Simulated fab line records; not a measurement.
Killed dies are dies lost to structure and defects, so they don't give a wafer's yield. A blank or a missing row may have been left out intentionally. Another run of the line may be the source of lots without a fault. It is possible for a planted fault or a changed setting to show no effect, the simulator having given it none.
Which of the tools did it? + flow sky130 + 72 wafers from 24 lots sampled at 6 of the route's 708 steps

== WHAT THE GAUGES SHOWED, per wafer ==
SKY_VT_ADJUST_NCORE_TW_MEAS_11. Usual: VT_ADJUST_NCORE_TW 218.8, standard deviation 1.7.
| lot  | measured     | on            | VT_ADJUST_NCORE_TW | flag |
|------|--------------|---------------|--------------------|------|
| L074 | day 8 21:16  | film metro-03 | 220.7 220.7 220.6  |      |
| L075 | day 9 04:25  | film metro-04 | 220.7 220.8 220.1  |      |
| L076 | day 9 06:04  | film metro-03 | 219.3 218.7 219.0  |      |
| L077 | day 9 20:37  | film metro-02 | 217.3 218.3 217.9  |      |
| L078 | day 9 21:18  | film metro-02 | 217.2 216.8 217.1  |      |
| L079 | day 10 06:48 | film metro-04 | 221.8 222.0 222.1  |      |
| L080 | day 10 09:40 | film metro-02 | 218.5 218.3 218.4  |      |
| L081 | day 10 18:34 | film metro-04 | 221.5 221.3 221.9  |      |
| L082 | day 10 22:23 | film metro-02 | 217.1 218.0 219.3  |      |
| L083 | day 11 08:28 | film metro-02 | 216.0 216.0 217.5  |      |
| L084 | day 11 17:14 | film metro-02 | 216.2 218.5 217.0  |      |
| L085 | day 11 23:46 | film metro-03 | 219.5 218.8 218.4  |      |
| L086 | day 12 07:03 | film metro-02 | 217.6 218.6 218.3  |      |
| L087 | day 12 12:31 | film metro-03 | 219.6 218.8 218.5  |      |
| L088 | day 12 20:10 | film metro-04 | 220.0 220.6 221.6  |      |
| L089 | day 13 01:55 | film metro-02 | 215.1 217.3 216.5  |      |
| L090 | day 13 17:52 | film metro-03 | 218.2 218.1 217.8  |      |
| L091 | day 13 19:46 | film metro-02 | 217.1 216.8 217.4  |      |
| L093 | day 14 08:31 | film metro-03 | 219.6 218.9 219.5  |      |
| L092 | day 14 10:19 | film metro-04 | 219.6 219.8 219.2  |      |
| L094 | day 14 17:37 | film metro-04 | 220.6 219.4 219.4  |      |
| L095 | day 14 18:58 | film metro-04 | 220.0 220.0 219.0  |      |
| L096 | day 15 02:23 | film metro-02 | 218.8 218.6 219.4  |      |
| L097 | day 15 10:55 | film metro-02 | 218.1 217.7 217.6  |      |

SKY_CONTACT_THK_MEAS_01. Usual: CONTACT_CVD_00_THK 74.7 nm, standard deviation 1.2.
| lot  | measured     | on            | CONTACT_CVD_00_THK (nm) | flag |
|------|--------------|---------------|-------------------------|------|
| L074 | day 30 18:27 | film metro-04 | 73.4 72.4 71.9          |      |
| L075 | day 31 02:28 | film metro-04 | 72.9 73.1 74.1          |      |
| L076 | day 31 11:05 | film metro-02 | 73.9 75.7 74.5          |      |
| L077 | day 32 00:11 | film metro-02 | 73.3 73.3 74.9          |      |
| L078 | day 31 23:01 | film metro-03 | 76.1 75.3 74.1          |      |
| L079 | day 32 07:56 | film metro-02 | 74.6 76.3 75.7          |      |
| L080 | day 32 07:22 | film metro-03 | 74.9 74.0 72.5          |      |
| L081 | day 32 19:26 | film metro-02 | 75.0 75.9 76.5          |      |
| L082 | day 32 23:10 | film metro-02 | 73.5 73.2 74.9          |      |
| L083 | day 33 09:56 | film metro-04 | 75.8 75.4 76.3          |      |
| L084 | day 34 01:28 | film metro-02 | 75.0 74.6 76.0          |      |
| L085 | day 34 04:46 | film metro-04 | 75.5 74.8 75.3          |      |
| L086 | day 34 13:25 | film metro-02 | 74.3 73.6 75.2          |      |
| L087 | day 35 03:05 | film metro-02 | 74.2 72.5 75.4          |      |
| L088 | day 35 06:50 | film metro-04 | 74.3 75.9 75.4          |      |
| L089 | day 35 08:34 | film metro-02 | 73.9 72.7 73.7          |      |
| L090 | day 35 21:26 | film metro-03 | 75.4 74.3 75.7          |      |
| L091 | day 36 01:06 | film metro-03 | 75.1 76.6 75.9          |      |
| L093 | day 36 15:22 | film metro-04 | 73.1 75.7 76.2          |      |
| L092 | day 36 17:32 | film metro-03 | 74.2 74.8 73.7          |      |
| L094 | day 36 18:20 | film metro-03 | 73.4 74.6 75.9          |      |
| L095 | day 36 20:39 | film metro-04 | 74.3 74.1 75.9          |      |
| L096 | day 37 08:46 | film metro-03 | 73.7 73.0 74.8          |      |
| L097 | day 37 17:34 | film metro-03 | 74.4 75.1 75.1          |      |

SKY_CAP2M_RS_MEAS_03: a four-point-probe measurement. Usual: CAP2M_TIN_RS 6.94 ohm/sq, standard deviation 0.083.
| lot  | measured     | on            | CAP2M_TIN_RS (ohm/sq) | flag |
|------|--------------|---------------|-----------------------|------|
| L074 | day 39 22:13 | film metro-01 | 6.81 6.91 6.91        |      |
| L075 | day 40 05:41 | film metro-02 | 7.00 7.05 7.02        |      |
| L076 | day 40 12:01 | film metro-01 | 6.93 7.00 6.92        |      |
| L077 | day 41 01:16 | film metro-02 | 7.00 6.95 7.12        |      |
| L078 | day 40 23:38 | film metro-02 | 6.89 6.87 6.94        |      |
| L079 | day 41 09:54 | film metro-01 | 6.97 6.85 6.80        |      |
| L080 | day 41 09:09 | film metro-01 | 6.84 6.81 6.78        |      |
| L081 | day 41 19:23 | film metro-01 | 7.00 7.00 7.05        |      |
| L082 | day 42 01:09 | film metro-02 | 7.07 7.07 7.12        |      |
| L083 | day 42 08:44 | film metro-03 | 6.91 7.03 7.04        |      |
| L084 | day 42 19:46 | film metro-02 | 6.91 7.01 6.89        |      |
| L085 | day 43 02:55 | film metro-01 | 7.02 6.96 6.93        |      |
| L086 | day 43 09:01 | film metro-02 | 7.05 7.01 7.02        |      |
| L087 | day 43 18:15 | film metro-01 | 7.00 6.89 6.88        |      |
| L088 | day 43 20:11 | film metro-01 | 6.85 6.81 6.83        |      |
| L089 | day 44 02:40 | film metro-02 | 6.99 6.93 6.94        |      |
| L090 | day 44 12:40 | film metro-02 | 7.02 6.98 6.93        |      |
| L091 | day 44 17:29 | film metro-03 | 6.86 6.89 6.88        |      |
| L093 | day 45 06:01 | film metro-02 | 7.07 6.93 6.92        |      |
| L092 | day 45 08:15 | film metro-01 | 6.98 6.92 6.99        |      |
| L094 | day 45 10:07 | film metro-01 | 6.85 6.79 6.79        |      |
| L095 | day 45 10:24 | film metro-03 | 6.91 6.88 6.91        |      |
| L096 | day 45 18:38 | film metro-02 | 7.03 7.03 7.01        |      |
| L097 | day 46 02:08 | film metro-03 | 6.85 6.84 6.87        |      |

== TOOL THAT RAN EACH LOT (tool first, then ch and the chambers of the sampled wafers, then the start) ==
| lot  | SKY_VIA1_ETCH_15                   | SKY_VIA3_ETCH_14                   | SKY_VIA3_CVD_21               |
|------|------------------------------------|------------------------------------|-------------------------------|
| L074 | rie diel-02 ch 1,2, day 34 05:42   | rie diel-03 ch 0,2, day 39 20:31   | cvd w-02 ch 0,1, day 39 21:16 |
| L075 | rie diel-01 ch 0,2, day 34 14:39   | rie diel-03 ch 0,1, day 40 03:58   | cvd w-02 ch 0,1, day 40 04:43 |
| L076 | rie diel-02 ch 1,2,3, day 34 21:27 | rie diel-03 ch 0,1,2, day 40 10:19 | cvd w-02 ch 0,1, day 40 11:04 |
| L077 | rie diel-01 ch 1,2, day 35 10:14   | rie diel-03 ch 0,2, day 40 23:34   | cvd w-02 ch 0,1, day 41 00:19 |
| L078 | rie diel-04 ch 1,2,3, day 35 07:55 | rie diel-02 ch 0,2,3, day 40 21:52 | cvd w-02 ch 0,1, day 40 22:40 |
| L079 | rie diel-04 ch 1,2,3, day 35 18:59 | rie diel-02 ch 1,2,3, day 41 08:10 | cvd w-01 ch 0,1, day 41 08:58 |
| L080 | rie diel-02 ch 0,2,3, day 35 18:38 | rie diel-03 ch 0,1,3, day 41 07:25 | cvd w-02 ch 0,1, day 41 08:12 |
| L081 | rie diel-04 ch 0,2,3, day 36 07:00 | rie diel-02 ch 2,3, day 41 17:38   | cvd w-01 ch 0,1, day 41 18:25 |
| L082 | rie diel-01 ch 0,1,3, day 36 10:12 | rie diel-03 ch 0,1,2, day 41 23:25 | cvd w-02 ch 0,1, day 42 00:10 |
| L083 | rie diel-04 ch 0,1,3, day 36 20:14 | rie diel-02 ch 0,1, day 42 07:01   | cvd w-01 ch 0,1, day 42 07:47 |
| L084 | rie diel-01 ch 0,1,3, day 37 11:24 | rie diel-01 ch 0,3, day 42 17:55   | cvd w-01 ch 0,1, day 42 18:41 |
| L085 | rie diel-02 ch 0,2,3, day 37 16:09 | rie diel-03 ch 0,1,3, day 43 01:10 | cvd w-02 ch 0,1, day 43 01:56 |
| L086 | rie diel-01 ch 0,1,3, day 37 23:45 | rie diel-01 ch 0,1,3, day 43 07:19 | cvd w-02 ch 0,1, day 43 08:04 |
| L087 | rie diel-01 ch 0,3, day 38 11:45   | rie diel-01 ch 1,3, day 43 16:31   | cvd w-01 ch 0,1, day 43 17:18 |
| L088 | rie diel-04 ch 0,3, day 38 14:32   | rie diel-02 ch 0,3, day 43 18:28   | cvd w-02 ch 0,1, day 43 19:13 |
| L089 | rie diel-02 ch 1,2,3, day 38 18:27 | rie diel-02 ch 1,2,3, day 44 00:58 | cvd w-01 ch 0,1, day 44 01:43 |
| L090 | rie diel-02 ch 0,1, day 39 04:47   | rie diel-01 ch 0,1,3, day 44 10:55 | cvd w-01 ch 0,1, day 44 11:43 |
| L091 | rie diel-04 ch 0,1,2, day 39 09:54 | rie diel-01 ch 1,3, day 44 15:46   | cvd w-01 ch 0,1, day 44 16:32 |
| L093 | rie diel-04 ch 1,2,3, day 40 01:45 | rie diel-03 ch 0,1,2, day 45 04:19 | cvd w-01 ch 0,1, day 45 05:05 |
| L092 | rie diel-01 ch 0,2,3, day 40 02:54 | rie diel-02 ch 1,3, day 45 06:29   | cvd w-02 ch 0,1, day 45 07:18 |
| L094 | rie diel-04 ch 0,1,2, day 40 03:47 | rie diel-03 ch 0,2,3, day 45 08:19 | cvd w-01 ch 1, day 45 09:09   |
| L095 | rie diel-01 ch 2,3, day 40 04:50   | rie diel-02 ch 0,1,2, day 45 08:37 | cvd w-01 ch 0,1, day 45 09:23 |
| L096 | rie diel-02 ch 1,3, day 40 14:51   | rie diel-02 ch 0,1,3, day 45 16:55 | cvd w-02 ch 0,1, day 45 17:40 |
| L097 | rie diel-01 ch 1,2,3, day 41 00:15 | rie diel-01 ch 0,1,2, day 46 00:25 | cvd w-01 ch 0,1, day 46 01:10 |
- SKY_VIA1_ETCH_15: etches SiO2 in C4F8/O2/Ar, stops on TiN, target depth 351 nm, time 54 s.
- SKY_VIA3_ETCH_14: etches BARC in N2/H2, stops on SiO2, time 45.9 s, target depth 60 nm.
- SKY_VIA3_CVD_21: deposits W, target thk 390 nm, time 117.31 s.

== AS READ BY THE TOOLS THEMSELVES (means over the sampled wafers that have a number; for cases with no such wafer, the mark the record gives instead) ==
SKY_VIA1_ETCH_15. Usual: oes product au 0.980 a.u., standard deviation 0.0076.
| lot  | tool        | oes product au (a.u.) | flag |
|------|-------------|-----------------------|------|
| L074 | rie diel-02 | 0.979                 |      |
| L075 | rie diel-01 | 0.974                 |      |
| L076 | rie diel-02 | 0.975                 |      |
| L077 | rie diel-01 | 0.979                 |      |
| L078 | rie diel-04 | 0.989                 |      |
| L079 | rie diel-04 | 0.985                 |      |
| L080 | rie diel-02 | 0.982                 |      |
| L081 | rie diel-04 | 0.975                 |      |
| L082 | rie diel-01 | 0.980                 |      |
| L083 | rie diel-04 | 0.985                 |      |
| L084 | rie diel-01 | 0.986                 |      |
| L085 | rie diel-02 | 0.984                 |      |
| L086 | rie diel-01 | 0.979                 |      |
| L087 | rie diel-01 | 0.980                 |      |
| L088 | rie diel-04 | 0.986                 |      |
| L089 | rie diel-02 | 0.977                 |      |
| L090 | rie diel-02 | 0.980                 |      |
| L091 | rie diel-04 | 0.983                 |      |
| L093 | rie diel-04 | 0.988                 |      |
| L092 | rie diel-01 | 0.972                 |      |
| L094 | rie diel-04 | 0.977                 |      |
| L095 | rie diel-01 | 0.979                 |      |
| L096 | rie diel-02 | 0.978                 |      |
| L097 | rie diel-01 | 0.979                 |      |

SKY_VIA3_ETCH_14. Usual: drypump motor current A 5.8 A, standard deviation 0.47; h2 flow sccm 200.0 sccm, standard deviation 0.63; oes product au 0.854 a.u., standard deviation 0.0049; throttle valve pct 13.223 %, standard deviation 0.0095.
| lot  | tool        | drypump motor current A (A) | h2 flow sccm (sccm) | oes product au (a.u.) | throttle valve pct (%) | flag |
|------|-------------|-----------------------------|---------------------|-----------------------|------------------------|------|
| L074 | rie diel-03 | 6.1                         | 199.4               | 0.860                 | 13.220                 |      |
| L075 | rie diel-03 | 5.5                         | 199.7               | 0.853                 | 13.224                 |      |
| L076 | rie diel-03 | 5.9                         | 200.4               | 0.851                 | 13.225                 |      |
| L077 | rie diel-03 | 6.3                         | 200.1               | 0.856                 | 13.228                 |      |
| L078 | rie diel-02 | 5.8                         | 199.4               | 0.855                 | 13.219                 |      |
| L079 | rie diel-02 | 5.6                         | 199.9               | 0.857                 | 13.219                 |      |
| L080 | rie diel-03 | 5.5                         | 199.8               | 0.852                 | 13.215                 |      |
| L081 | rie diel-02 | 5.5                         | 199.7               | 0.852                 | 13.221                 |      |
| L082 | rie diel-03 | 5.9                         | 199.7               | 0.852                 | 13.226                 |      |
| L083 | rie diel-02 | 5.9                         | 199.7               | 0.850                 | 13.223                 |      |
| L084 | rie diel-01 | 6.2                         | 200.7               | 0.855                 | 13.225                 |      |
| L085 | rie diel-03 | 5.5                         | 199.9               | 0.853                 | 13.228                 |      |
| L086 | rie diel-01 | 6.2                         | 200.1               | 0.854                 | 13.224                 |      |
| L087 | rie diel-01 | 6.4                         | 200.0               | 0.856                 | 13.229                 |      |
| L088 | rie diel-02 | 5.5                         | 199.9               | 0.859                 | 13.222                 |      |
| L089 | rie diel-02 | 5.6                         | 200.0               | 0.849                 | 13.221                 |      |
| L090 | rie diel-01 | 6.2                         | 200.8               | 0.851                 | 13.221                 |      |
| L091 | rie diel-01 | 6.4                         | 199.6               | 0.853                 | 13.234                 |      |
| L093 | rie diel-03 | 5.9                         | 199.6               | 0.853                 | 13.226                 |      |
| L092 | rie diel-02 | 5.3                         | 200.2               | 0.856                 | 13.222                 |      |
| L094 | rie diel-03 | 5.9                         | 199.4               | 0.856                 | 13.223                 |      |
| L095 | rie diel-02 | 5.9                         | 200.5               | 0.851                 | 13.212                 |      |
| L096 | rie diel-02 | 5.6                         | 199.5               | 0.853                 | 13.226                 |      |
| L097 | rie diel-01 | 5.8                         | 199.8               | 0.853                 | 13.223                 |      |

SKY_VIA3_CVD_21. Usual: heater power w 899 W, standard deviation 52.
| lot  | tool     | heater power w (W) | flag |
|------|----------|--------------------|------|
| L074 | cvd w-02 | 941                |      |
| L075 | cvd w-02 | 925                |      |
| L076 | cvd w-02 | 942                |      |
| L077 | cvd w-02 | 936                |      |
| L078 | cvd w-02 | 917                |      |
| L079 | cvd w-01 | 854                |      |
| L080 | cvd w-02 | 946                |      |
| L081 | cvd w-01 | 851                |      |
| L082 | cvd w-02 | 927                |      |
| L083 | cvd w-01 | 861                |      |
| L084 | cvd w-01 | 843                |      |
| L085 | cvd w-02 | 934                |      |
| L086 | cvd w-02 | 927                |      |
| L087 | cvd w-01 | 842                |      |
| L088 | cvd w-02 | 939                |      |
| L089 | cvd w-01 | 872                |      |
| L090 | cvd w-01 | 865                |      |
| L091 | cvd w-01 | 840                |      |
| L093 | cvd w-01 | 849                |      |
| L092 | cvd w-02 | 925                |      |
| L094 | cvd w-01 | 826                |      |
| L095 | cvd w-01 | 852                |      |
| L096 | cvd w-02 | 932                |      |
| L097 | cvd w-01 | 880                |      |

== THE ANSWER, worked out from the rows above alone ==
Rule: take the mean of a lot's wafers that have a number; if it is more than 3 standard deviations from the usual mean, the lot is off. A lot without any number at a reading at which 4 lots or more have one is off too. The other lots that the step has rows for count as sound. First the gauges in route order, then the tools' own readings, where a lot's mean is used as printed above. The first step at which some lot is off is used, and at that step the reading that is off furthest; a lot without a number counts as furthest.
None of the lots is off at any reading shown; this tells nothing.

== WHAT THE SIMULATOR HAD INSERTED ==
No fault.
